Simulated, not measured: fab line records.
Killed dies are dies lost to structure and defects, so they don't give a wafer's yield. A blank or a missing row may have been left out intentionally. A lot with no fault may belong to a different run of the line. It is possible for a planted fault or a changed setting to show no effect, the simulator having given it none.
Split-lot study ; flow gf180mcu ; 23 wafers read across 5 lots, on a route 602 steps long

THE SPLIT ITSELF
At GF_V2_CVD_23 (deposits W, target thk 350 nm, time 104.94 s), the setting temp_c was moved away from the recipe's 400 C on 9 of the 23 wafers read, by -1.7% to +2.6%. All remaining wafers had this setting at the recipe value.

FROM SPLIT TO READING: 1 step shown by the file between the two
- GF_V2_RS_MEAS_24: measures by four-point-probe

THE READING
V2_W_THK, in nm, at GF_V2_THK_MEAS_25 (measures by xrf). Fault-free wafers of this fab line usually give 343 nm, standard deviation 5.9 nm.

wafer;tool, chamber at the split;temp_c as run, C;against the recipe;V2_W_THK, nm;against lot-mates on the recipe
L074.1;cvd_w-01, 0;400;recipe;339;-
L074.4;cvd_w-01, 0;400;recipe;333;-
L074.6;cvd_w-01, 0;400;recipe;336;-
L078.1;cvd_w-02, 1;400;recipe;334;-
L078.2;cvd_w-02, 0;400;recipe;343;-
L078.3;cvd_w-02, 1;393.2;-1.7%;295;-43
L078.4;cvd_w-02, 0;393.2;-1.7%;307;-31
L078.6;cvd_w-02, 1;400;recipe;336;-
L079.1;cvd_w-02, 0;410.5;+2.6%;427;+79
L079.2;cvd_w-02, 1;400;recipe;345;-
L079.3;cvd_w-02, 1;400;recipe;351;-
L079.5;cvd_w-02, 0;410.5;+2.6%;426;+78
L079.6;cvd_w-02, 1;400;recipe;348;-
L082.1;cvd_w-02, 0;400;recipe;347;-
L082.3;cvd_w-02, 0;406.1;+1.5%;389;+44
L082.4;cvd_w-02, 1;400;recipe;346;-
L082.5;cvd_w-02, 0;406.1;+1.5%;389;+44
L082.6;cvd_w-02, 1;400;recipe;341;-
L085.1;cvd_w-02, 0;406.9;+1.7%;392;+48
L085.2;cvd_w-02, 1;406.9;+1.7%;381;+37
L085.4;cvd_w-02, 1;400;recipe;341;-
L085.5;cvd_w-02, 1;406.9;+1.7%;386;+42
L085.6;cvd_w-02, 0;400;recipe;347;-

THE FIT
A straight line over all 23 wafers: V2_W_THK changes by +28.5 nm for each +1% of temp_c; r = +0.98; the points scatter about the line by 6.6 nm.
The same after taking each lot's own level away (the mean of its wafers on the recipe; 23 wafers): +26.5 nm for each +1%; r = +0.99; scatter 5.2 nm.
That fit puts the effect of the largest move of temp_c on the reading at 69 nm.
The span of the lots' own levels, 336.0 to 348.0 nm, comes to 2.0 times the standard deviation stated above.
The two slopes are in agreement: the lot-to-lot level therefore moves the slope only a little.
Check: +68.7 nm against its lot-mates is what the line predicts for one of the wafers moved furthest among these (+2.6%) when that wafer is left out of the fit. Against them it came out at +79 nm.

ADDITIONAL SPLITS CARRIED BY THESE WAFERS
Other splits were also applied to these wafers ahead of the reading. Each is held against what the fit with the lots' levels taken away leaves over:
other split on the same wafers;wafers away from the commonest value;r with V2_W_THK (lot level and that fit taken away)
GF_V2_PEB_12 peb_time_s;8;+0.27

THE WHOLE CHAIN: every reading that the file lists as answering this split, in the file's order
step;what it does;reading;change (the file's fit);r (the file's)
GF_V2_CVD_23;deposits W, target thk 350 nm, time 104.94 s;W_of_V2_CVD_23.thk_nm (the simulator's own value, which no gauge read);+28 nm for each +1% of the setting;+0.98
GF_V2_RS_MEAS_24;measures by four-point-probe;V2_W_RS;-0.0233 for each +1% of the setting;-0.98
GF_V2_THK_MEAS_25;measures by xrf;V2_W_THK;+27 for each +1% of the setting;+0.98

THE FILE'S OWN FIT
V2_W_THK changes by +27 nm for each +1% of temp_c, r = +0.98.
